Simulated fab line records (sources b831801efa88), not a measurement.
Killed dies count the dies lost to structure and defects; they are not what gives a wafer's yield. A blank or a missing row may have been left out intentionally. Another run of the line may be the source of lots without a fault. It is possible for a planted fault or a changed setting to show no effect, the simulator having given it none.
Which tool was responsible? | flow gf180mcu | Sampling: 11 lots, 33 wafers, 5 of 602 route steps

## WHAT THE GAUGES READ, wafer by wafer
GF_V1_THK_MEAS_03.
lot  | measured     | on            | V1_CVD_02_THK (nm)
L635 | day 16 21:30 | film-metro-04 | 837 858 851
L636 | day 17 07:52 | film-metro-01 | 841 856 858
L637 | day 17 17:22 | film-metro-01 | 857 864 866
L638 | day 18 07:36 | film-metro-01 | 843 840 862
L642 | day 20 01:49 | film-metro-04 | 843 853 850
L644 | day 21 02:16 | film-metro-01 | 851 863 854
L645 | day 21 03:12 | film-metro-03 | 830 844 853
L646 | day 21 09:34 | film-metro-04 | 845 838 850
L647 | day 21 16:01 | film-metro-04 | 838 854 844
L652 | day 23 07:37 | film-metro-01 | 922 932 939 923 932 940
L655 | day 24 06:59 | film-metro-03 | 939 942 949 940 942 949

## EACH LOT AND THE TOOL THAT RAN IT (in order: tool; ch and the chambers of the sampled wafers; start)
lot  | GF_CONTACT_ETCH_17                            | GF_CONTACT_SPUTTER_22        | GF_M1_SPUTTER_02             | GF_V1_CVD_02
L635 | rie-diel-04 ch 0,2,3, day 15 21:19 or earlier | pvd-sputter-02, day 15 21:19 | pvd-sputter-01, day 15 22:08 | pecvd-02 ch 0,1,2, day 16 21:26
L636 | rie-diel-01 ch 1,2, day 16 07:04 or earlier   | pvd-sputter-02, day 16 07:04 | pvd-sputter-01, day 16 07:53 | pecvd-03 ch 0,1,2, day 17 07:47
L637 | rie-diel-03 ch 1,2, day 16 16:50 or earlier   | pvd-sputter-03, day 16 16:50 | pvd-sputter-02, day 16 17:38 | pecvd-02 ch 1,2, day 17 17:17
L638 | rie-diel-04 ch 0,1, day 17 05:56 or earlier   | pvd-sputter-03, day 17 05:56 | pvd-sputter-01, day 17 06:45 | pecvd-02 ch 0,2, day 18 07:32
L642 | rie-diel-03 ch 0,1,2, day 18 23:35 or earlier | pvd-sputter-02, day 18 23:35 | pvd-sputter-03, day 19 00:23 | pecvd-02 ch 1,2, day 20 01:44
L644 | rie-diel-03 ch 1,2, day 20 00:40 or earlier   | pvd-sputter-02, day 20 00:40 | pvd-sputter-01, day 20 01:29 | pecvd-03 ch 0,1,2, day 21 02:11
L645 | rie-diel-04 ch 0,1,3, day 20 01:01 or earlier | pvd-sputter-03, day 20 01:01 | pvd-sputter-02, day 20 01:50 | pecvd-01 ch 0,1,2, day 21 03:08
L646 | rie-diel-04 ch 0,1,3, day 20 06:35 or earlier | pvd-sputter-02, day 20 06:35 | pvd-sputter-03, day 20 07:24 | pecvd-03 ch 0,1, day 21 09:29
L647 | rie-diel-01 ch 2,3, day 20 14:11 or earlier   | pvd-sputter-03, day 20 14:11 | pvd-sputter-02, day 20 15:00 | pecvd-02 ch 0,1, day 21 15:56
L652 | rie-diel-01 ch 0,2, day 22 06:46 or earlier   | pvd-sputter-03, day 22 06:46 | pvd-sputter-02, day 22 07:35 | pecvd-03 ch 1,2, day 23 07:32
L655 | rie-diel-04 ch 1,2, day 23 05:50 or earlier   | pvd-sputter-04, day 23 05:50 | pvd-sputter-03, day 23 06:39 | pecvd-03 ch 0,1, day 24 06:54
- GF_CONTACT_ETCH_17: etches SiO2 in C4F8/O2/Ar, stops on CoSi2, target depth 860 nm.
- GF_CONTACT_SPUTTER_22: material Ti, target thk 15 nm, time 80.02 s.
- GF_M1_SPUTTER_02: material AlCu, target thk 450 nm, time 23.9 s.
- GF_V1_CVD_02: deposits SiO2 from TEOS, target thk 850 nm, time 94.851 s.

## WHAT THE TOOLS THEMSELVES READ (means of the sampled wafers that have a number; where no wafer has one, the mark that the record gives instead)
GF_CONTACT_ETCH_17.
lot  | tool        | bias-w (W) | oes-product-au (a.u.)
L635 | rie-diel-04 | 1204       | 0.817
L636 | rie-diel-01 | 1199       | 0.806
L637 | rie-diel-03 | 1199       | 0.816
L638 | rie-diel-04 | 1199       | 0.815
L642 | rie-diel-03 | 1200       | 0.821
L644 | rie-diel-03 | 1201       | 0.818
L645 | rie-diel-04 | 1200       | 0.818
L646 | rie-diel-04 | 1200       | 0.815
L647 | rie-diel-01 | 1198       | 0.819
L652 | rie-diel-01 | 1201       | 0.817
L655 | rie-diel-04 | 1202       | 0.813

GF_CONTACT_SPUTTER_22.
lot  | tool           | throttle-valve-pct (%)
L635 | pvd-sputter-02 | 30.3
L636 | pvd-sputter-02 | 29.6
L637 | pvd-sputter-03 | 30.1
L638 | pvd-sputter-03 | 29.4
L642 | pvd-sputter-02 | 28.9
L644 | pvd-sputter-02 | 30.7
L645 | pvd-sputter-03 | 30.3
L646 | pvd-sputter-02 | 30.7
L647 | pvd-sputter-03 | 30.1
L652 | pvd-sputter-03 | 29.8
L655 | pvd-sputter-04 | 30.5

GF_M1_SPUTTER_02.
lot  | tool           | throttle-valve-pct (%)
L635 | pvd-sputter-01 | 30.2
L636 | pvd-sputter-01 | 30.5
L637 | pvd-sputter-02 | 29.8
L638 | pvd-sputter-01 | 29.6
L642 | pvd-sputter-03 | 29.8
L644 | pvd-sputter-01 | 30.4
L645 | pvd-sputter-02 | 30.7
L646 | pvd-sputter-03 | 30.1
L647 | pvd-sputter-02 | 31.0
L652 | pvd-sputter-02 | 31.0
L655 | pvd-sputter-03 | 29.4

GF_V1_CVD_02.
lot  | tool     | heater-power-w (W) | rf-fwd-power-W (W)
L635 | pecvd-02 | 777                | 597.1
L636 | pecvd-03 | 737                | 596.7
L637 | pecvd-02 | 874                | 596.1
L638 | pecvd-02 | 922                | 595.9
L642 | pecvd-02 | 789                | 598.0
L644 | pecvd-03 | 737                | 595.3
L645 | pecvd-01 | 670                | 597.4
L646 | pecvd-03 | 732                | 597.1
L647 | pecvd-02 | 646                | 596.0
L652 | pecvd-03 | 617                | 835.4
L655 | pecvd-03 | 562                | 837.6

## THE ANSWER, worked out from the rows above alone
Rule: the lots themselves supply what counts as usual. The widest of any qualifying gaps counts: lots, ordered by their means at a reading, are off when they make up no more than a third of the lots, leave a main group of 4 or more, and stand apart from it by 3 or more times the standard deviation of that group's means. Not used: any main group whose means are identical at the precision the tables above print for the reading. Also off: a lot with no number at a reading for which 4 or more lots have one. Any other lot the step has rows for is counted as sound. Order of review: gauges by route order, followed by the tools' own readings, for which a lot's mean as printed above is used. At the first step where some lot is off, the reading lying furthest off is the one used; lots without a number count as furthest.
Off: at GF_V1_THK_MEAS_03 (V1_CVD_02_THK), L652, L655. The main group has a mean of 850 nm with a standard deviation of 5.9.
A tool fits if, at a process step before that reading, it ran every lot that is off, and no sound lot after the first of them. Not tried: the gauges at GF_V1_THK_MEAS_03; whatever is off there is also off at GF_V1_CVD_02, on other tools, and gauge error can't account for it. GF_CONTACT_ETCH_17 gives no start for some lots, so the hours and the order of its lots are those of GF_CONTACT_SPUTTER_22. One candidate fits, namely pecvd-03 at GF_V1_CVD_02. A fault onset in the window from L646 (day 21 09:29, its last sound lot) to L652 (day 23 07:32, its first lot off) fits.
On the lots that are off, the tool's own readings at GF_V1_CVD_02 differ by more than 5 times the standard deviation of the sound lots' means, which bears it out; rf-fwd-power-W reads 836.5 W there versus 596.6 W on the sound lots.

## WHAT WAS PUT IN BY THE SIMULATOR
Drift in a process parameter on pecvd-03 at GF_V1_CVD_02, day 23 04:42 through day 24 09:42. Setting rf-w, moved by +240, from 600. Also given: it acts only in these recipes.
Shown lots that were struck: L652, L655. This agrees with what the rule above found.
